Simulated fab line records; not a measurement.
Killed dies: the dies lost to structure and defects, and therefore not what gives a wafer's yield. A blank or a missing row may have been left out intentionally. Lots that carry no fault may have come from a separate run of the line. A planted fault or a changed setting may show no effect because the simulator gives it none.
Comparing a struck lot with a sound one / flow gf180mcu / 19 out of 602 route steps
Sound: the wafers L309.2, L309.3, L309.5. Struck: wafers L321.1, L321.3, L321.6. Last of all comes the cause.
For every step that has rows: the tool of each side, followed by ch and its chambers, followed by its first start. Under that, the readings that differ: sound wafers / struck wafers / difference of the means / sigmas: that difference in standard deviations of wafers without a fault.
alike: readings with means less than 2 such deviations apart, plus words and numbers identical on both sides. not compared: withheld readings, readings lacking a value on some wafer, bounds such as >300 that could conceal the same value, and numbers that have no deviation in the record and whose values overlap.
The two part at a step that has a row with sigmas, a row that says differs or no value, or rows on one side only. Non-overlapping numbers with no deviation appear without sigmas and do not part them. A reading that every wafer of one side lacks parts them only if that side has two wafers or more.

first, 2 steps without rows for these wafers: GF_M1_CLEAN_19 (cleans in DIW); GF_V1_CVD_00 (deposits SiO2, target thk 600 nm, time 100 s).
GF_V1_THK_MEAS_01:
  sound: film metro-02 at day 18 08:05; struck: film metro-02 at day 22 08:05
  alike: V1_CVD_00_THK
GF_V1_CVD_02: deposits SiO2 from TEOS, target thk 850 nm, time 94.851 s.
  sound on pecvd-02 ch 0,1, day 18 08:08; struck on pecvd-02 ch 0,1, day 22 08:09
  alike: heater power outer w, heater power w
GF_V1_THK_MEAS_03:
  sound: film metro-01 at day 18 08:13; struck: film metro-01 at day 22 08:13
  alike: V1_CVD_02_THK
GF_V1_CMP_04: polishes SiO2.
  sound on cmp-01 ch 0,2,3, day 18 08:19; struck on cmp-02 ch 0,1,2, day 22 08:23
  alike: motor current A, time to endpoint s
GF_V1_BOW_MEAS_05:
  sound: film metro-01 at day 18 08:35; struck: film metro-03 at day 22 08:35
  alike: V1_BOW
then, 5 steps without rows for these wafers: GF_V1_DEHYDRATE_06 (time 60 s); GF_V1_HMDS_07 (prime time 60 s); GF_V1_COAT_08; GF_V1_COAT_09 (resist thk 1000 nm); GF_V1_SOFTBAKE_10 (time 60 s).
GF_V1_EXPOSE_11: exposes mask Via1, target cd 260 nm.
  sound on krf scanner-02 ch 0, day 18 20:38; struck on krf scanner-01 ch 0, day 22 20:30
reading=model.V1.overlay x nm (nm); sound=-2.962 -2.962 -2.962; struck=42.37 42.37 42.37; difference=+45.33; sigmas=
  alike: mask, exposure dose mJ cm2, reticle temp C
then, 2 steps without rows for these wafers: GF_V1_PEB_12 (peb time 90 s); GF_V1_DEVELOP_13 (develop time 60 s).
GF_V1_CD_MEAS_14: the cd target is 260 nm.
  sound: cd sem-02 at day 19 08:37; struck: cd sem-02 at day 23 07:51
  alike: cd nm
GF_V1_OVL_MEAS_15:
  sound: overlay-01 at day 19 08:44; struck: overlay-01 at day 23 08:10
reading=V1_OVL (nm); sound=-4 -3 0; struck=38 42 35; difference=+41; sigmas=+9
  not compared: hold
GF_V1_ETCH_16: etches BARC in N2/H2.
  sound on rie diel-04 ch 0,1,2, day 19 08:46; struck on rie diel-03 ch 0,1,2, day 23 13:04
reading=hold; sound=- - -; struck=await dispo/4.9h/release await dispo/4.9h/release await dispo/4.9h/release; difference=no value on the sound wafers; sigmas=
  alike: bias w, drypump motor current A, oes product au, throttle valve pct
following that, these wafers have no rows for 1 step: GF_PASSIVATION_PROBE_99.

== WHERE THEY PART ==
Earliest at GF_V1_OVL_MEAS_15; latest, in this record, at GF_V1_ETCH_16.

WHY: whatever the simulator had introduced
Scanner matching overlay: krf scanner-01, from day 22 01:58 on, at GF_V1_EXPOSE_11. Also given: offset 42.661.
